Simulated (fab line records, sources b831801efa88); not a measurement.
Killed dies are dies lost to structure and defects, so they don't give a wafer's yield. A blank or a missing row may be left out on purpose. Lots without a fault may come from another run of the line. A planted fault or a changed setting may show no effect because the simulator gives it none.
Split-lot experiment | flow sky130 | 5 lots, 23 wafers read, on a route of 708 steps

THE SPLIT
At SKY_VIA4_DEVELOP_10 (develop time 60 s), the setting develop_time_s was moved away from the recipe's 60 s on 8 of the 23 wafers read, by +8.3% to +14.5%. The other wafers ran this setting at the recipe's value.

The file shows no step between the split and the reading.

THE READING
VIA4.cd_nm (the simulator's own value, which no gauge read), in nm, at SKY_VIA4_ETCH_12 (etches SiO2 in C4F8/O2/Ar, stops on TiN, target depth 580 nm). The file gives no usual value for it. The 15 wafers here that ran the recipe average 799.1 nm, standard deviation 1.7 nm.

wafer  | tool, chamber at the split | develop_time_s as run, s | against the recipe | VIA4.cd_nm, nm | against lot-mates on the recipe
L074.1 | litho_track-03, 0          | 60                       | recipe             | 797.4          | -
L074.6 | litho_track-03, 0          | 60                       | recipe             | 797.4          | -
L074.2 | litho_track-03, 0          | 66.46                    | +10.8%             | 806.5          | +9.1
L074.3 | litho_track-03, 0          | 60                       | recipe             | 797.5          | -
L074.5 | litho_track-03, 0          | 66.46                    | +10.8%             | 808.2          | +10.8
L075.1 | litho_track-04, 0          | 65                       | +8.3%              | 808.3          | +7.5
L075.3 | litho_track-04, 0          | 60                       | recipe             | 800            | -
L075.4 | litho_track-04, 0          | 65                       | +8.3%              | 809.2          | +8.4
L075.5 | litho_track-04, 0          | 60                       | recipe             | 803.8          | -
L075.6 | litho_track-04, 0          | 60                       | recipe             | 798.7          | -
L077.1 | litho_track-03, 0          | 60                       | recipe             | 798.3          | -
L077.2 | litho_track-03, 0          | 60                       | recipe             | 798            | -
L077.4 | litho_track-03, 0          | 68.69                    | +14.5%             | 813.7          | +15.0
L077.5 | litho_track-03, 0          | 68.69                    | +14.5%             | 813            | +14.3
L077.6 | litho_track-03, 0          | 60                       | recipe             | 799.9          | -
L081.1 | litho_track-04, 0          | 60                       | recipe             | 800.4          | -
L081.3 | litho_track-04, 0          | 60                       | recipe             | 800.2          | -
L081.4 | litho_track-04, 0          | 60                       | recipe             | 800.3          | -
L085.1 | litho_track-04, 0          | 60                       | recipe             | 798.2          | -
L085.2 | litho_track-04, 0          | 60                       | recipe             | 797            | -
L085.3 | litho_track-04, 0          | 67.18                    | +12.0%             | 809.2          | +11.2
L085.4 | litho_track-04, 0          | 67.18                    | +12.0%             | 812            | +14.0
L085.5 | litho_track-04, 0          | 60                       | recipe             | 798.8          | -

THE FIT
A straight line over all 23 wafers: VIA4.cd_nm changes by +0.954 nm for each +1% of develop_time_s; r = +0.95; the points scatter about the line by 1.7 nm.
The same after taking each lot's own level away (the mean of its wafers on the recipe; 23 wafers): +0.997 nm for each +1%; r = +0.98; scatter 1.1 nm.
On that fit, the largest move of develop_time_s shifts the reading by 14 nm.
The lots' own levels span 797.43 to 800.83 nm, that is 2.0 times the standard deviation above.
So the lot-to-lot level changes the slope little: the two slopes agree.
Check: with one of the wafers moved furthest among these (+14.5%) left out of the fit, the line predicts +14.3 nm for it against its lot-mates. It came out at +15 nm against them.

OTHER SPLITS ON THESE WAFERS
These wafers also went through other splits before the reading. Each is held against what the fit with the lots' levels taken away leaves over:
other split on the same wafers          | wafers away from the commonest value | r with VIA4.cd_nm (lot level and that fit taken away)
SKY_VIA2_ETCH_14 source_w               | 11                                   | +0.07
SKY_CAPM_SPUTTER_02 time_s              | 9                                    | -0.02
SKY_CAPM_SOFTBAKE_08 temp_c             | 9                                    | -0.14
SKY_METAL3_METAL_ETCH_18 bias_w         | 6                                    | +0.14
SKY_VIA3_ETCH_15 time_s                 | 12                                   | -0.22
SKY_VIA3_SPUTTER_20 chamber_pressure_pa | 18                                   | -0.18
SKY_CAP2M_DEVELOP_11 dev_temp_c         | 10                                   | +0.09
SKY_CAP2M_METAL_ETCH_13 time_s          | 5                                    | -0.23

THE FILE'S OWN FIT
VIA4.cd_nm changes by +0.996 nm for each +1% of develop_time_s, r = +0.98.
